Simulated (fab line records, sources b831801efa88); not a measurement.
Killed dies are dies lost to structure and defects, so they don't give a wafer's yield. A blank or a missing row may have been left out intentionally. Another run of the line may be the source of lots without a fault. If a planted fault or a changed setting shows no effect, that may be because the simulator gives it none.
Chamber matching / flow sky130 / 4 sister chambers for SKY_VIA1_CMP_02 on cmp-02
The step polishes SiO2. 8 wafers are shown with their chamber, then 12 later ones without.

== WAFERS PAIRED WITH THEIR CHAMBERS ==
wafer=L083.3; chamber=1; motor-current-A (A)=11.6
wafer=L084.3; chamber=0; motor-current-A (A)=12.8
wafer=L087.2; chamber=3; motor-current-A (A)=12.7
wafer=L087.4; chamber=2; motor-current-A (A)=13.2
wafer=L087.6; chamber=0; motor-current-A (A)=12.1
wafer=L090.1; chamber=3; motor-current-A (A)=12.5
wafer=L090.2; chamber=2; motor-current-A (A)=13.0
wafer=L090.4; chamber=1; motor-current-A (A)=11.5

== WAFERS WITHOUT THEIR CHAMBER ==
wafer=L092.1; motor-current-A (A)=13.4
wafer=L092.2; motor-current-A (A)=12.9
wafer=L092.6; motor-current-A (A)=11.8
wafer=L093.3; motor-current-A (A)=12.3
wafer=L093.4; motor-current-A (A)=13.0
wafer=L093.5; motor-current-A (A)=11.7
wafer=L096.2; motor-current-A (A)=10.9
wafer=L096.5; motor-current-A (A)=12.9
wafer=L096.6; motor-current-A (A)=12.4
wafer=L097.1; motor-current-A (A)=12.4
wafer=L097.2; motor-current-A (A)=12.7
wafer=L097.6; motor-current-A (A)=12.7

== EACH ONE'S CHAMBER ==
wafer=L092.1; from the rows above=can't be placed: 2 or 3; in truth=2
wafer=L092.2; from the rows above=can't be placed: 2 or 3 or 0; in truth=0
wafer=L092.6; from the rows above=can't be placed: 1 or 0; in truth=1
wafer=L093.3; from the rows above=can't be placed: 0 or 3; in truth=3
wafer=L093.4; from the rows above=can't be placed: 2 or 3 or 0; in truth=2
wafer=L093.5; from the rows above=1; in truth=1
wafer=L096.2; from the rows above=1; in truth=1
wafer=L096.5; from the rows above=can't be placed: 2 or 3 or 0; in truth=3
wafer=L096.6; from the rows above=can't be placed: 0 or 3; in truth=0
wafer=L097.1; from the rows above=can't be placed: 0 or 3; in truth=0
wafer=L097.2; from the rows above=can't be placed: 3 or 0 or 2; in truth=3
wafer=L097.6; from the rows above=can't be placed: 3 or 0 or 2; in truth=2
Placed correctly: 2 of 12. Not placeable from these rows: 10 (in 10, the candidates include the true chamber). 0 placed wrongly.
How it was worked out, from the rows above alone: a wafer's distance from a chamber is the root of the sum, over the readings, of the square of ((its reading less the chamber's mean) divided by the reading's scatter). If the next closest chamber is less than 2 further off than the closest, the wafer can't be placed; otherwise it belongs to the closest. The mean given for a chamber averages the wafers shown for that chamber. How the scatter is found: for the shown wafers, subtract from each reading the mean of its chamber, square and add these, divide the total by (wafers less chambers), then take the root.
